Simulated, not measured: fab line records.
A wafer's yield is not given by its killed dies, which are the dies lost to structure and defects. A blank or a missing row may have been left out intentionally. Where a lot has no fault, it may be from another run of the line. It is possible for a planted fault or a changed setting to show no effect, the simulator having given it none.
Split-lot study / flow sky130 / 5 lots, 21 wafers read, on a route of 708 steps

THE SPLIT ITSELF
At SKY_METAL2_COAT_10 (resist thk 450 nm), the setting resistThkNm was moved away from the recipe's 450 nm on 10 of the 21 wafers read, by -1.8% to +5.4%. For the rest of the wafers, this setting stayed at what the recipe calls for.

FROM THE SPLIT TO THE READING: what the file shows between them, 4 steps
- SKY_METAL2_DEVELOP_14: develop time 60 s (also split here: devTempC)
- SKY_METAL2_CD_MEAS_15: target cd 140 nm
- SKY_METAL2_DESCUM_17: chemistry O2, time 8 s
- SKY_METAL2_ETCH_18: etches BARC in N2/H2, stops on SiO2, time 45.9 s, target depth 60 nm

THE READING
KrF-thick_of_METAL2_COAT_10.thkNm (the simulator's own value, which no gauge read), in nm, at SKY_METAL2_METAL_ETCH_19 (etches the open film in Cl2/BCl3, stops on SiO2, target depth 360 nm, time 78 s). There is no usual value for it anywhere in the file. Across the 11 wafers here that went through the recipe, the average is 161.2 nm and the standard deviation 6.1 nm.

wafer=L074.1; tool, chamber at the split=lithoTrack-04, 0; resistThkNm as run, nm=450; against the recipe=recipe; KrF-thick_of_METAL2_COAT_10.thkNm, nm=153.5; against lot-mates on the recipe=-
wafer=L074.2; tool, chamber at the split=lithoTrack-04, 0; resistThkNm as run, nm=459.5; against the recipe=+2.1%; KrF-thick_of_METAL2_COAT_10.thkNm, nm=171.9; against lot-mates on the recipe=+17.8
wafer=L074.3; tool, chamber at the split=lithoTrack-04, 0; resistThkNm as run, nm=450; against the recipe=recipe; KrF-thick_of_METAL2_COAT_10.thkNm, nm=154.7; against lot-mates on the recipe=-
wafer=L074.4; tool, chamber at the split=lithoTrack-04, 0; resistThkNm as run, nm=459.5; against the recipe=+2.1%; KrF-thick_of_METAL2_COAT_10.thkNm, nm=172.3; against lot-mates on the recipe=+18.2
wafer=L074.5; tool, chamber at the split=lithoTrack-04, 0; resistThkNm as run, nm=459.5; against the recipe=+2.1%; KrF-thick_of_METAL2_COAT_10.thkNm, nm=169.9; against lot-mates on the recipe=+15.8
wafer=L076.1; tool, chamber at the split=lithoTrack-01, 0; resistThkNm as run, nm=461.4; against the recipe=+2.5%; KrF-thick_of_METAL2_COAT_10.thkNm, nm=166.7; against lot-mates on the recipe=+5.1
wafer=L076.2; tool, chamber at the split=lithoTrack-01, 0; resistThkNm as run, nm=450; against the recipe=recipe; KrF-thick_of_METAL2_COAT_10.thkNm, nm=161.3; against lot-mates on the recipe=-
wafer=L076.3; tool, chamber at the split=lithoTrack-01, 0; resistThkNm as run, nm=461.4; against the recipe=+2.5%; KrF-thick_of_METAL2_COAT_10.thkNm, nm=167.2; against lot-mates on the recipe=+5.6
wafer=L076.5; tool, chamber at the split=lithoTrack-01, 0; resistThkNm as run, nm=450; against the recipe=recipe; KrF-thick_of_METAL2_COAT_10.thkNm, nm=161.8; against lot-mates on the recipe=-
wafer=L076.6; tool, chamber at the split=lithoTrack-01, 0; resistThkNm as run, nm=461.4; against the recipe=+2.5%; KrF-thick_of_METAL2_COAT_10.thkNm, nm=167.8; against lot-mates on the recipe=+6.2
wafer=L081.1; tool, chamber at the split=lithoTrack-04, 0; resistThkNm as run, nm=450; against the recipe=recipe; KrF-thick_of_METAL2_COAT_10.thkNm, nm=163.2; against lot-mates on the recipe=-
wafer=L081.2; tool, chamber at the split=lithoTrack-04, 0; resistThkNm as run, nm=441.8; against the recipe=-1.8%; KrF-thick_of_METAL2_COAT_10.thkNm, nm=145.3; against lot-mates on the recipe=-12.8
wafer=L081.3; tool, chamber at the split=lithoTrack-04, 0; resistThkNm as run, nm=450; against the recipe=recipe; KrF-thick_of_METAL2_COAT_10.thkNm, nm=154.8; against lot-mates on the recipe=-
wafer=L081.5; tool, chamber at the split=lithoTrack-04, 0; resistThkNm as run, nm=450; against the recipe=recipe; KrF-thick_of_METAL2_COAT_10.thkNm, nm=156.4; against lot-mates on the recipe=-
wafer=L081.6; tool, chamber at the split=lithoTrack-04, 0; resistThkNm as run, nm=441.8; against the recipe=-1.8%; KrF-thick_of_METAL2_COAT_10.thkNm, nm=155.8; against lot-mates on the recipe=-2.3
wafer=L083.2; tool, chamber at the split=lithoTrack-04, 0; resistThkNm as run, nm=450; against the recipe=recipe; KrF-thick_of_METAL2_COAT_10.thkNm, nm=158.5; against lot-mates on the recipe=-
wafer=L083.4; tool, chamber at the split=lithoTrack-04, 0; resistThkNm as run, nm=474.1; against the recipe=+5.4%; KrF-thick_of_METAL2_COAT_10.thkNm, nm=184.2; against lot-mates on the recipe=+25.7
wafer=L083.6; tool, chamber at the split=lithoTrack-04, 0; resistThkNm as run, nm=474.1; against the recipe=+5.4%; KrF-thick_of_METAL2_COAT_10.thkNm, nm=181.7; against lot-mates on the recipe=+23.2
wafer=L084.1; tool, chamber at the split=lithoTrack-03, 0; resistThkNm as run, nm=450; against the recipe=recipe; KrF-thick_of_METAL2_COAT_10.thkNm, nm=170.1; against lot-mates on the recipe=-
wafer=L084.2; tool, chamber at the split=lithoTrack-03, 0; resistThkNm as run, nm=450; against the recipe=recipe; KrF-thick_of_METAL2_COAT_10.thkNm, nm=165.8; against lot-mates on the recipe=-
wafer=L084.5; tool, chamber at the split=lithoTrack-03, 0; resistThkNm as run, nm=450; against the recipe=recipe; KrF-thick_of_METAL2_COAT_10.thkNm, nm=172.8; against lot-mates on the recipe=-

FIT RESULTS
A straight line over all 21 wafers: KrF-thick_of_METAL2_COAT_10.thkNm changes by +4.12 nm for each +1% of resistThkNm; r = +0.84; the points scatter about the line by 5.4 nm.
The same after taking each lot's own level away (the mean of its wafers on the recipe; 21 wafers): +4.49 nm for each +1%; r = +0.89; scatter 4.6 nm.
That fit puts the effect of the largest move of resistThkNm on the reading at 24 nm.
From 154.10 to 169.57 nm: that is the span of the lots' own levels, equal to 2.5 times the standard deviation above.
Hence the lot-to-lot level has little effect on the slope; both slopes agree.
Check: +23.9 nm against its lot-mates is what the line predicts for one of the wafers moved furthest among these (+5.4%) when that wafer is left out of the fit. It came out at +25.7 nm against them.

OTHER SPLITS ON THESE WAFERS
These wafers also went through other splits before the reading. Each is held against what the fit with the lots' levels taken away leaves over:
other split on the same wafers=SKY_CONTACT_HDPCVD_02 sih4FlowSccm; wafers away from the commonest value=8; r with KrF-thick_of_METAL2_COAT_10.thkNm (lot level and that fit taken away)=-0.49
other split on the same wafers=SKY_CONTACT_SPUTTER_23 timeS; wafers away from the commonest value=5; r with KrF-thick_of_METAL2_COAT_10.thkNm (lot level and that fit taken away)=+0.47
other split on the same wafers=SKY_METAL1_SPUTTER_00 timeS; wafers away from the commonest value=9; r with KrF-thick_of_METAL2_COAT_10.thkNm (lot level and that fit taken away)=-0.20
other split on the same wafers=SKY_VIA1_CMP_02 leaveAboveRefNm; wafers away from the commonest value=6; r with KrF-thick_of_METAL2_COAT_10.thkNm (lot level and that fit taken away)=-0.34
other split on the same wafers=SKY_VIA1_SPUTTER_20 chamberPressurePa; wafers away from the commonest value=13; r with KrF-thick_of_METAL2_COAT_10.thkNm (lot level and that fit taken away)=+0.44
other split on the same wafers=SKY_METAL2_SPUTTER_02 powerW; wafers away from the commonest value=2; r with KrF-thick_of_METAL2_COAT_10.thkNm (lot level and that fit taken away)=-0.06
other split on the same wafers=SKY_METAL2_DEVELOP_14 devTempC; wafers away from the commonest value=4; r with KrF-thick_of_METAL2_COAT_10.thkNm (lot level and that fit taken away)=-0.40

THE WHOLE CHAIN: every reading that the file lists as answering this split, in the file's order
step=SKY_METAL2_COAT_10; what it does=resist thk 450 nm; reading=KrF-thick_of_METAL2_COAT_10.thkNm (the simulator's own value, which no gauge read); change (the file's fit)=+4.69 nm for each +1% of the setting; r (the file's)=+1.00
step=SKY_METAL2_METAL_ETCH_19; what it does=etches the open film in Cl2/BCl3, stops on SiO2, target depth 360 nm, time 78 s; reading=KrF-thick_of_METAL2_COAT_10.thkNm (the simulator's own value, which no gauge read); change (the file's fit)=+4.56 nm for each +1% of the setting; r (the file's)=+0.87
step=SKY_METAL2_STRIP_20; what it does=strips in O2/N2; reading=stripTimeToEndpointS; change (the file's fit)=withheld for each +1% of the setting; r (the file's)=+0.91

THE FILE'S OWN FIT
KrF-thick_of_METAL2_COAT_10.thkNm changes by +4.56 nm for each +1% of resistThkNm, r = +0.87.
